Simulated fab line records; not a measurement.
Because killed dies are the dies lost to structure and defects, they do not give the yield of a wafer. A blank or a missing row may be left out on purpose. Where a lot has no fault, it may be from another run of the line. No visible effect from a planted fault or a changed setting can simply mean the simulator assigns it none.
2 desks, one fault / flow gf180mcu / each desk has only its own numbers; what lay behind them comes last

AT THE METROLOGY DESK
What the gauges read, lot by lot, whatever tool the lot ran on: means of the sampled wafers that have a number. Any lot whose mean is over 4 standard deviations away from the usual mean is out of limits and marked OUT; that distance is given in the brackets.
Columns: A = cd-nm at GF_HV_LDD_CD_MEAS_46, usual 400.3 nm; B = HV_LDD_CVD_56_THK at GF_HV_LDD_THK_MEAS_57, usual 89.8 nm; C = NSD_TW at GF_NSD_TW_MEAS_12, usual 4254
lot=L587; first seen here=day 12 14:09; A=400.2; B=89.0; C=4308
lot=L589; first seen here=day 12 21:40; A=400.9; B=91.2; C=4289
lot=L590; first seen here=day 13 15:54; A=401.5; B=89.5; C=4290
lot=L591; first seen here=day 14 03:03; A=396.9; B=89.6; C=4165
lot=L592; first seen here=day 14 08:57; A=400.3; B=89.4; C=4261
lot=L594; first seen here=day 14 17:57; A=402.0; B=89.1; C=4163
lot=L593; first seen here=day 14 20:49; A=399.5; B=89.9; C=4252
lot=L596; first seen here=day 15 15:52; A=406.4; B=91.4; C=4152
lot=L597; first seen here=day 15 22:50; A=401.5; B=89.3; C=4162
lot=L601; first seen here=day 16 22:44; A=395.5; B=86.5; C=4188
lot=L608; first seen here=day 19 07:19; A=404.4; B=89.6; C=4314
This desk's finding: nothing out of limits on any of the 11 lots.

AT THE TOOL OWNER'S DESK: lpcvd-01
The tool's own readings at GF_HV_LDD_CVD_56 (deposits Si3N4 from DCS/NH3, target thk 90 nm, time 1543 s): means of the sampled wafers that have a number, for each lot that ran on this tool. Any lot whose mean is over 4 standard deviations away from the usual mean is out of limits and marked OUT; that distance is given in the brackets.
Columns: A = susceptor-temp-C at GF_HV_LDD_CVD_56, usual 770.1 C; B = zone-power-centre-pct at GF_HV_LDD_CVD_56, usual 12.8 %
lot=L590; first seen here=day 13 17:41; A=769.9; B=14.5
lot=L591; first seen here=day 14 04:49; A=769.6; B=13.7
lot=L596; first seen here=day 15 17:56; A=770.0; B=13.9
lot=L601; first seen here=day 17 00:29; A=768.7 (-4.0) OUT; B=13.8
This desk's verdict: out of limits on L601, starting with L601 at day 17 00:29 (susceptor-temp-C at GF_HV_LDD_CVD_56). L590, L591, L596 stayed within limits.

PUT TOGETHER
The tool owner's desk had the chance to raise an alarm at day 17 00:29 on L601.
Metrology desk: nothing out of limits seen.
The metrology desk holds a record of L601, inside its limits.
On lpcvd-01, each named lot ran GF_HV_LDD_CVD_56.

WHAT THE SIMULATOR HAD INSERTED
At GF_HV_LDD_CVD_56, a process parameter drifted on lpcvd-01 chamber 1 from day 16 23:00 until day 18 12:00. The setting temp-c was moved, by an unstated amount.
Struck lots among those shown: L601.
Delay in hours, fault start to first out-of-limits reading, by desk: the tool owner's desk at 1.
